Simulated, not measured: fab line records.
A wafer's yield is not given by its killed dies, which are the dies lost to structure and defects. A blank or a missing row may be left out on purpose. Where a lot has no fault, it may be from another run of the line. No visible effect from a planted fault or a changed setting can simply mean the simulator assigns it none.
What tool caused it? || flow gf180mcu || Sampling: 13 lots, 39 wafers, 5 of 602 route steps

## WHAT THE GAUGES READ, wafer by wafer
GF_POLY_GATE_CD_MEAS_10 targets a cd of 280 nm. Usual: cdNm 279.6 nm, standard deviation 1.2.
{"lot": "L334", "measured": "day 9 12:34", "on": "cdSem-02", "cdNm (nm)": "279.9 280.0 280.3", "flag": ""}
{"lot": "L338", "measured": "day 10 22:10", "on": "cdSem-01", "cdNm (nm)": "278.0 278.2 278.1", "flag": ""}
{"lot": "L339", "measured": "day 11 06:50", "on": "cdSem-01", "cdNm (nm)": "279.8 280.3 280.3", "flag": ""}
{"lot": "L341", "measured": "day 12 08:10", "on": "cdSem-02", "cdNm (nm)": "278.8 279.6 279.9", "flag": ""}
{"lot": "L344", "measured": "day 12 23:47", "on": "cdSem-01", "cdNm (nm)": "280.9 281.5 281.4", "flag": ""}
{"lot": "L345", "measured": "day 13 08:43", "on": "cdSem-02", "cdNm (nm)": "280.4 281.1 281.1", "flag": ""}
{"lot": "L347", "measured": "day 13 12:52", "on": "cdSem-01", "cdNm (nm)": "278.1 278.8 279.0", "flag": ""}
{"lot": "L350", "measured": "day 14 13:16", "on": "cdSem-01", "cdNm (nm)": "277.9 277.9 278.6", "flag": ""}
{"lot": "L349", "measured": "day 14 14:17", "on": "cdSem-01", "cdNm (nm)": "277.8 278.5 280.0", "flag": ""}
{"lot": "L351", "measured": "day 15 06:34", "on": "cdSem-01", "cdNm (nm)": "279.1 279.3 278.9", "flag": ""}
{"lot": "L352", "measured": "day 15 07:50", "on": "cdSem-02", "cdNm (nm)": "278.8 278.3 276.9", "flag": ""}
{"lot": "L353", "measured": "day 15 10:13", "on": "cdSem-01", "cdNm (nm)": "280.6 279.7 280.0", "flag": ""}
{"lot": "L355", "measured": "day 16 01:47", "on": "cdSem-02", "cdNm (nm)": "282.1 281.7 280.9", "flag": ""}

GF_NSD_OVL_MEAS_08. Usual: for NSD_OVL the level is 0.0 nm and the standard deviation is 1.7.
{"lot": "L334", "measured": "day 13 18:27", "on": "overlay-02", "NSD_OVL (nm)": "1.3 1.0 1.3", "flag": ""}
{"lot": "L338", "measured": "day 15 06:06", "on": "overlay-01", "NSD_OVL (nm)": "-1.1 -0.4 -0.9", "flag": ""}
{"lot": "L339", "measured": "day 15 17:41", "on": "overlay-01", "NSD_OVL (nm)": "0.8 -0.4 -0.4", "flag": ""}
{"lot": "L341", "measured": "day 16 22:55", "on": "overlay-01", "NSD_OVL (nm)": "3.5 3.2 2.8", "flag": ""}
{"lot": "L344", "measured": "day 17 19:14", "on": "overlay-01", "NSD_OVL (nm)": "2.5 3.2 1.6", "flag": ""}
{"lot": "L345", "measured": "day 18 04:05", "on": "overlay-01", "NSD_OVL (nm)": "1.7 1.0 1.4", "flag": ""}
{"lot": "L347", "measured": "day 18 11:15", "on": "overlay-02", "NSD_OVL (nm)": "0.7 0.9 -0.5", "flag": ""}
{"lot": "L350", "measured": "day 19 12:50", "on": "overlay-02", "NSD_OVL (nm)": "-0.4 1.3 1.0", "flag": ""}
{"lot": "L349", "measured": "day 19 14:54", "on": "overlay-02", "NSD_OVL (nm)": "1.8 0.8 1.6", "flag": ""}
{"lot": "L351", "measured": "day 20 09:05", "on": "overlay-01", "NSD_OVL (nm)": "-0.1 -0.2 1.0", "flag": ""}
{"lot": "L352", "measured": "day 20 11:35", "on": "overlay-02", "NSD_OVL (nm)": "-2.6 -3.1 -1.5", "flag": ""}
{"lot": "L353", "measured": "day 20 12:42", "on": "overlay-01", "NSD_OVL (nm)": "-0.1 0.8 0.1", "flag": ""}
{"lot": "L355", "measured": "day 21 05:34", "on": "overlay-01", "NSD_OVL (nm)": "-2.2 -2.4 -1.7", "flag": ""}

GF_PSD_TW_MEAS_11. Usual: for PSD_TW the level is 3190 and the standard deviation is 20.
{"lot": "L334", "measured": "day 14 15:58", "on": "filmMetro-01", "PSD_TW": "3184 3181 3179", "flag": ""}
{"lot": "L338", "measured": "day 16 04:51", "on": "filmMetro-03", "PSD_TW": "3219 3205 3227", "flag": ""}
{"lot": "L339", "measured": "day 16 16:14", "on": "filmMetro-04", "PSD_TW": "3182 3194 3197", "flag": ""}
{"lot": "L341", "measured": "day 17 22:26", "on": "filmMetro-01", "PSD_TW": "3124 3142 3148", "flag": ""}
{"lot": "L344", "measured": "day 18 19:54", "on": "filmMetro-03", "PSD_TW": "3187 3174 3190", "flag": ""}
{"lot": "L345", "measured": "day 19 04:43", "on": "filmMetro-01", "PSD_TW": "3195 3195 3193", "flag": ""}
{"lot": "L347", "measured": "day 19 11:18", "on": "filmMetro-03", "PSD_TW": "3209 3213 3210", "flag": ""}
{"lot": "L350", "measured": "day 20 13:23", "on": "filmMetro-04", "PSD_TW": "3183 3185 3191", "flag": ""}
{"lot": "L349", "measured": "day 20 15:35", "on": "filmMetro-01", "PSD_TW": "3175 3169 3189", "flag": ""}
{"lot": "L351", "measured": "day 21 09:05", "on": "filmMetro-03", "PSD_TW": "3196 3202 3189", "flag": ""}
{"lot": "L352", "measured": "day 21 12:11", "on": "filmMetro-01", "PSD_TW": "3164 3180 3179", "flag": ""}
{"lot": "L353", "measured": "day 21 13:45", "on": "filmMetro-04", "PSD_TW": "3200 3201 3197", "flag": ""}
{"lot": "L355", "measured": "day 22 06:01", "on": "filmMetro-04", "PSD_TW": "3233 3224 3221", "flag": ""}

## EACH LOT AND THE TOOL THAT RAN IT (in order: tool; ch and the chambers of the sampled wafers; start)
{"lot": "L334", "GF_NSD_COAT_02": "lithoTrack-04 ch 0, day 13 08:36", "GF_NSD_STRIP_11": "plasmaAsher-03 ch 0,1, day 13 18:49"}
{"lot": "L338", "GF_NSD_COAT_02": "lithoTrack-04 ch 0, day 14 19:12", "GF_NSD_STRIP_11": "plasmaAsher-02 ch 0,1, day 15 06:28"}
{"lot": "L339", "GF_NSD_COAT_02": "lithoTrack-04 ch 0, day 15 06:45", "GF_NSD_STRIP_11": "plasmaAsher-02 ch 0,1, day 15 18:02"}
{"lot": "L341", "GF_NSD_COAT_02": "lithoTrack-02 ch 0, day 16 11:04", "GF_NSD_STRIP_11": "plasmaAsher-02 ch 0,1, day 16 23:16"}
{"lot": "L344", "GF_NSD_COAT_02": "lithoTrack-03 ch 0, day 17 07:25", "GF_NSD_STRIP_11": "plasmaAsher-04 ch 0,1, day 17 19:35"}
{"lot": "L345", "GF_NSD_COAT_02": "lithoTrack-02 ch 0, day 17 16:07", "GF_NSD_STRIP_11": "plasmaAsher-02 ch 0,1, day 18 04:26"}
{"lot": "L347", "GF_NSD_COAT_02": "lithoTrack-03 ch 0, day 17 22:40", "GF_NSD_STRIP_11": "plasmaAsher-02 ch 0,1, day 18 11:36"}
{"lot": "L350", "GF_NSD_COAT_02": "lithoTrack-03 ch 0, day 18 23:52", "GF_NSD_STRIP_11": "plasmaAsher-03 ch 0,1, day 19 13:11"}
{"lot": "L349", "GF_NSD_COAT_02": "lithoTrack-03 ch 0, day 19 02:00", "GF_NSD_STRIP_11": "plasmaAsher-02 ch 0,1, day 19 15:14"}
{"lot": "L351", "GF_NSD_COAT_02": "lithoTrack-04 ch 0, day 19 20:45", "GF_NSD_STRIP_11": "plasmaAsher-02 ch 0,1, day 20 09:25"}
{"lot": "L352", "GF_NSD_COAT_02": "lithoTrack-02 ch 0, day 19 23:05", "GF_NSD_STRIP_11": "plasmaAsher-04 ch 0,1, day 20 11:55"}
{"lot": "L353", "GF_NSD_COAT_02": "lithoTrack-02 ch 0, day 20 00:25", "GF_NSD_STRIP_11": "plasmaAsher-04 ch 0,1, day 20 13:04"}
{"lot": "L355", "GF_NSD_COAT_02": "lithoTrack-04 ch 0, day 20 17:43", "GF_NSD_STRIP_11": "plasmaAsher-03 ch 0, day 21 05:54"}
- GF_NSD_COAT_02: resist thk 1014 nm.
- GF_NSD_STRIP_11: strips in O2/N2.

## AS READ BY THE TOOLS THEMSELVES (means over the sampled wafers that have a number; for cases with no such wafer, the mark the record gives instead)
GF_NSD_COAT_02. Usual: chillPlateTempC 23.01 C, standard deviation 0.1; spinSpeedRpm 2999.8 rpm, standard deviation 2.2.
{"lot": "L334", "tool": "lithoTrack-04", "chillPlateTempC (C)": 23.10, "spinSpeedRpm (rpm)": 2998.3, "flag": ""}
{"lot": "L338", "tool": "lithoTrack-04", "chillPlateTempC (C)": 23.01, "spinSpeedRpm (rpm)": 2880.8, "flag": "OFF"}
{"lot": "L339", "tool": "lithoTrack-04", "chillPlateTempC (C)": 23.04, "spinSpeedRpm (rpm)": 2880.0, "flag": "OFF"}
{"lot": "L341", "tool": "lithoTrack-02", "chillPlateTempC (C)": 23.07, "spinSpeedRpm (rpm)": 2998.9, "flag": ""}
{"lot": "L344", "tool": "lithoTrack-03", "chillPlateTempC (C)": 22.98, "spinSpeedRpm (rpm)": 2999.1, "flag": ""}
{"lot": "L345", "tool": "lithoTrack-02", "chillPlateTempC (C)": 22.96, "spinSpeedRpm (rpm)": 3000.5, "flag": ""}
{"lot": "L347", "tool": "lithoTrack-03", "chillPlateTempC (C)": 23.16, "spinSpeedRpm (rpm)": 2998.9, "flag": ""}
{"lot": "L350", "tool": "lithoTrack-03", "chillPlateTempC (C)": 23.05, "spinSpeedRpm (rpm)": 3000.9, "flag": ""}
{"lot": "L349", "tool": "lithoTrack-03", "chillPlateTempC (C)": 23.03, "spinSpeedRpm (rpm)": 3001.5, "flag": ""}
{"lot": "L351", "tool": "lithoTrack-04", "chillPlateTempC (C)": 23.06, "spinSpeedRpm (rpm)": 3002.0, "flag": ""}
{"lot": "L352", "tool": "lithoTrack-02", "chillPlateTempC (C)": 23.07, "spinSpeedRpm (rpm)": 2998.7, "flag": ""}
{"lot": "L353", "tool": "lithoTrack-02", "chillPlateTempC (C)": 22.88, "spinSpeedRpm (rpm)": 2997.4, "flag": ""}
{"lot": "L355", "tool": "lithoTrack-04", "chillPlateTempC (C)": 22.95, "spinSpeedRpm (rpm)": 2999.8, "flag": ""}

GF_NSD_STRIP_11. Usual: drypumpMotorCurrentA 5.7 A, standard deviation 0.5; heaterPowerW 341 W, standard deviation 27; oesProductAu 0.489 a.u., standard deviation 0.0043; platenTempC 249.95 C, standard deviation 0.18; stripTimeToEndpointS 23.12 s, standard deviation 0.039.
{"lot": "L334", "tool": "plasmaAsher-03", "drypumpMotorCurrentA (A)": 6.2, "heaterPowerW (W)": 329, "oesProductAu (a.u.)": 0.486, "platenTempC (C)": 249.90, "stripTimeToEndpointS (s)": 23.12, "flag": ""}
{"lot": "L338", "tool": "plasmaAsher-02", "drypumpMotorCurrentA (A)": 5.5, "heaterPowerW (W)": 356, "oesProductAu (a.u.)": 0.494, "platenTempC (C)": 250.01, "stripTimeToEndpointS (s)": 23.31, "flag": "OFF"}
{"lot": "L339", "tool": "plasmaAsher-02", "drypumpMotorCurrentA (A)": 5.5, "heaterPowerW (W)": 357, "oesProductAu (a.u.)": 0.490, "platenTempC (C)": 249.93, "stripTimeToEndpointS (s)": 23.42, "flag": "OFF"}
{"lot": "L341", "tool": "plasmaAsher-02", "drypumpMotorCurrentA (A)": 5.5, "heaterPowerW (W)": 364, "oesProductAu (a.u.)": 0.490, "platenTempC (C)": 249.85, "stripTimeToEndpointS (s)": 23.15, "flag": ""}
{"lot": "L344", "tool": "plasmaAsher-04", "drypumpMotorCurrentA (A)": 5.4, "heaterPowerW (W)": 304, "oesProductAu (a.u.)": 0.490, "platenTempC (C)": 249.80, "stripTimeToEndpointS (s)": 23.15, "flag": ""}
{"lot": "L345", "tool": "plasmaAsher-02", "drypumpMotorCurrentA (A)": 5.5, "heaterPowerW (W)": 361, "oesProductAu (a.u.)": 0.490, "platenTempC (C)": 249.95, "stripTimeToEndpointS (s)": 23.09, "flag": ""}
{"lot": "L347", "tool": "plasmaAsher-02", "drypumpMotorCurrentA (A)": 5.5, "heaterPowerW (W)": 364, "oesProductAu (a.u.)": 0.488, "platenTempC (C)": 249.90, "stripTimeToEndpointS (s)": 23.13, "flag": ""}
{"lot": "L350", "tool": "plasmaAsher-03", "drypumpMotorCurrentA (A)": 6.2, "heaterPowerW (W)": 321, "oesProductAu (a.u.)": 0.489, "platenTempC (C)": 250.00, "stripTimeToEndpointS (s)": 23.16, "flag": ""}
{"lot": "L349", "tool": "plasmaAsher-02", "drypumpMotorCurrentA (A)": 5.7, "heaterPowerW (W)": 357, "oesProductAu (a.u.)": 0.492, "platenTempC (C)": 250.06, "stripTimeToEndpointS (s)": 23.11, "flag": ""}
{"lot": "L351", "tool": "plasmaAsher-02", "drypumpMotorCurrentA (A)": 5.8, "heaterPowerW (W)": 356, "oesProductAu (a.u.)": 0.492, "platenTempC (C)": 249.85, "stripTimeToEndpointS (s)": 23.13, "flag": ""}
{"lot": "L352", "tool": "plasmaAsher-04", "drypumpMotorCurrentA (A)": 5.1, "heaterPowerW (W)": 293, "oesProductAu (a.u.)": 0.490, "platenTempC (C)": 250.03, "stripTimeToEndpointS (s)": 23.11, "flag": ""}
{"lot": "L353", "tool": "plasmaAsher-04", "drypumpMotorCurrentA (A)": 5.4, "heaterPowerW (W)": 300, "oesProductAu (a.u.)": 0.490, "platenTempC (C)": 250.12, "stripTimeToEndpointS (s)": 23.12, "flag": ""}
{"lot": "L355", "tool": "plasmaAsher-03", "drypumpMotorCurrentA (A)": 6.2, "heaterPowerW (W)": 320, "oesProductAu (a.u.)": 0.486, "platenTempC (C)": 249.73, "stripTimeToEndpointS (s)": 23.09, "flag": ""}

## THE ANSWER, worked out from the rows above alone
Rule: lot off if the mean of its wafers having a number is beyond 3 standard deviations from the usual mean. A lot without any number at a reading at which 4 lots or more have one is off too. Where the step has rows for the other lots, those lots are counted as sound. First the gauges in route order, then the tools' own readings, where a lot's mean is used as printed above. At the first step where some lot is off, the reading lying furthest off is the one used; lots without a number count as furthest.
Off at GF_NSD_COAT_02 (spinSpeedRpm): L338, L339.
A tool fits if, at that step or a process step before it, it ran every lot that is off, and no sound lot after the first of them. Not one of the candidates tried fits.

## WHAT THE SIMULATOR HAD PUT IN
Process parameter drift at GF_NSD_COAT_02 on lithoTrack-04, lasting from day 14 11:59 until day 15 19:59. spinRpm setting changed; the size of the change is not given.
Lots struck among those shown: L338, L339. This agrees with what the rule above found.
